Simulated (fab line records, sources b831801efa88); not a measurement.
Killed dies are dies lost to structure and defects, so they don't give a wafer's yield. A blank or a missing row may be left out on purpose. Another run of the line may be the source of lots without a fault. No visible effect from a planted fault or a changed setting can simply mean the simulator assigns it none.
A single fault, viewed from 2 desks    flow gf180mcu    numbers are kept per desk, each desk with only its own; the story behind them comes last

## METROLOGY DESK
Means of the sampled wafers that have a number, per lot and without regard to the tool the lot ran on: this is what the gauges read. The brackets show how far a lot's mean lies from the usual mean; more than 4 standard deviations puts the lot out of limits, marked OUT.
Columns: A = M1_OVL at GF_M1_OVL_MEAS_15, usual 4 nm
lot   first seen here  A
L703  day 16 21:38     2
L704  day 17 03:59     1
L707  day 18 13:08     0
L711  day 20 13:38     4
L712  day 21 10:49     -4
L713  day 21 14:13     3
L717  day 22 16:02     -4
L718  day 22 19:53     6
L719  day 23 01:46     14
L721  day 23 18:51     -3
L722  day 24 00:29     12
L726  day 25 06:21     7
This desk's finding: nothing out of limits on any of the 12 lots.

## DESK OF THE TOOL OWNER: rieMetal-01
The tool's own readings at GF_M2_METAL_ETCH_16 (etches the open film in Cl2/BCl3, stops on SiO2, target depth 750.8 nm, time 125.1 s): means of the sampled wafers that have a number, for each lot that ran on this tool. The brackets show how far a lot's mean lies from the usual mean; more than 4 standard deviations puts the lot out of limits, marked OUT.
Columns: A = bcl3FlowSccm at GF_M2_METAL_ETCH_16, usual 40.01 sccm; B = biasW at GF_M2_METAL_ETCH_16, usual 140.0 W; C = drypumpMotorCurrentA at GF_M2_METAL_ETCH_16, usual 6.0 A; D = oesProductAu at GF_M2_METAL_ETCH_16, usual 0.985 a.u.; E = throttleValvePct at GF_M2_METAL_ETCH_16, usual 28.234 %
lot   first seen here  A      B      C    D      E
L704  day 19 05:58     40.04  140.2  6.6  0.988  28.237
L707  day 20 17:19     39.84  139.9  6.6  0.989  28.231
L713  day 23 15:52     40.03  140.1  6.3  0.987  28.234
L721  day 25 17:01     39.87  140.4  6.0  0.993  28.236
This desk's finding: nothing out of limits on any of the 4 lots.

## ALL TOGETHER
From the metrology desk's view, nothing was out of limits.
Nothing out of limits was seen by the tool owner's desk.

## WHAT THE SIMULATOR HAD INSERTED
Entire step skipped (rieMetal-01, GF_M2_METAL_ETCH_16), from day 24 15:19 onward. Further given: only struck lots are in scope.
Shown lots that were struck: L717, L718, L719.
